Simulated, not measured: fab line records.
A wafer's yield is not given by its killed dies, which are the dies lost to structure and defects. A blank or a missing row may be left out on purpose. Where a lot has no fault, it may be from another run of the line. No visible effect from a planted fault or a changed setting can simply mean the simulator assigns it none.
The same fault as seen by 2 desks	flow gf180mcu	each desk holds nothing but its own numbers, with what lay behind them at the end

== FROM THE METROLOGY DESK ==
Means of the sampled wafers that have a number, per lot and without regard to the tool the lot ran on: this is what the gauges read. A lot is out of limits, marked OUT, if its mean lies more than 4 standard deviations from the usual mean; the brackets give that distance.
Columns: A = cdNm at GF_V2_CD_MEAS_14, usual 260.4 nm; B = V2_OVL at GF_V2_OVL_MEAS_15, usual 0 nm; C = M3_ALCU_RS at GF_M3_RS_MEAS_05, usual 0.0694 ohm/sq; D = V3_CVD_00_THK at GF_V3_THK_MEAS_01, usual 601 nm
lot	first seen here	A	B	C	D
L334	day 20 06:11	261.6	-2	0.0694	598
L336	day 20 19:53	259.7	-4	0.0695	594
L337	day 21 09:25	261.1	-1	0.0692	605
L338	day 21 19:55	259.2	3	0.0690	598
L339	day 22 04:43	260.4	-2	0.0690	600
L340	day 22 07:22	259.6	3	0.0716	601
L341	day 22 11:25	260.3	1	0.0707	599
L344	day 23 21:50	259.5	-0	0.0689	599
L349	day 25 10:00	260.9	2	0.0692	707 (+16) OUT
L350	day 25 14:56	258.2	6	0.0683	706 (+16) OUT
L351	day 26 05:25	259.4	8	0.0691	587
L354	day 27 08:12	261.6	-3	0.0692	598
L356	day 27 19:26	259.8	4	0.0687	602
This desk reports L349, L350 out of limits; the earliest was L349 at day 26 10:03 (V3_CVD_00_THK at GF_V3_THK_MEAS_01). In limits: L334, L336, L337, L338, L339, L340, L341, L344, L351, L354, L356.

== DESK OF THE TOOL OWNER: hdpcvd-02 ==
The tool's own readings at GF_V3_CVD_00 (deposits SiO2, target thk 600 nm, time 100 s): means of the sampled wafers that have a number, for each lot that ran on this tool. A lot is out of limits, marked OUT, if its mean lies more than 4 standard deviations from the usual mean; the brackets give that distance.
Columns: A = sih4FlowSccm at GF_V3_CVD_00, usual 60.00 sccm
lot	first seen here	A
L336	day 21 22:17	59.90
L337	day 22 11:05	60.07
L338	day 22 21:44	59.98
L339	day 23 05:34	59.84
L340	day 23 09:16	60.05
L341	day 23 12:41	60.03
L344	day 24 21:59	60.05
L349	day 26 09:58	70.02 (+59) OUT
L350	day 26 14:19	70.14 (+60) OUT
This desk's verdict: out of limits on L349, L350, starting with L349 at day 26 09:58 (sih4FlowSccm at GF_V3_CVD_00). In limits: L336, L337, L338, L339, L340, L341, L344.

== BROUGHT TOGETHER ==
The tool owner's desk had the chance to raise an alarm at day 26 09:58 on L349, L350.
L349, L350 would have let the metrology desk raise an alarm at day 26 10:03.
Of the lots named, all ran GF_V3_CVD_00 on hdpcvd-02.

== WHAT THE SIMULATOR PUT IN ==
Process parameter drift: hdpcvd-02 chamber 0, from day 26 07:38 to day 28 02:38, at GF_V3_CVD_00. A move of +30 in setting sih4FlowSccm, from 60. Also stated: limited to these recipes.
Shown lots that were struck: L349, L350.
Hours from the fault's start to each desk's first reading out of limits: the tool owner's desk, 2; the metrology desk, 2.
